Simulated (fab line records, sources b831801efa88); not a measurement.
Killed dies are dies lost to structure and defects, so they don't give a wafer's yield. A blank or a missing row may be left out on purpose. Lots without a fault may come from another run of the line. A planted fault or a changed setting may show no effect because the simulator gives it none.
Chamber matching | flow gf180mcu | GF_V3_CMP_04 on cmp-02: 4 sister chambers
The step polishes SiO2. 7 wafers are shown with their chamber, then 7 later ones without.

WAFERS WITH THEIR CHAMBER
wafer  | chamber | motor_current_A (A) | retaining_ring_pressure_frac
L544.2 | 2       | 12.5                | 1.001
L546.4 | 0       | 14.1                | 0.994
L547.2 | 0       | 14.2                | 0.996
L547.3 | 3       | 12.6                | 0.994
L547.4 | 1       | 12.6                | 1.006
L551.1 | 3       | 12.2                | 0.996
L551.2 | 1       | 12.2                | 1.005

WAFERS WITHOUT THEIR CHAMBER
wafer  | motor_current_A (A) | retaining_ring_pressure_frac
L551.4 | 13.5                | 1.014
L555.1 | 12.1                | 1.003
L555.2 | 12.9                | 0.992
L555.6 | 11.8                | 0.995
L561.1 | 12.0                | 0.993
L561.4 | 13.6                | 0.995
L561.5 | 12.1                | 0.994

WHICH CHAMBER EACH WENT THROUGH
wafer  | from the rows above     | in truth
L551.4 | 1                       | 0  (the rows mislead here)
L555.1 | can't be placed: 2 or 1 | 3
L555.2 | 3                       | 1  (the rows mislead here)
L555.6 | 3                       | 3
L561.1 | 3                       | 3
L561.4 | 0                       | 0
L561.5 | 3                       | 3
Placed correctly: 4 of 7. Can't be placed from these rows: 1 (the true chamber is among the candidates in 0). Placed wrongly: 2.
How it was worked out, from the rows above alone: a wafer's distance from a chamber is the root of the sum, over the readings, of the square of ((its reading less the chamber's mean) divided by the reading's scatter). The wafer belongs to the nearest chamber; if the next one is less than 2 further off, it can't be placed. A chamber's mean is the mean of its shown wafers. The scatter: the root of (the sum of the squares of (reading less its chamber's mean) over the shown wafers, divided by (wafers less chambers)).
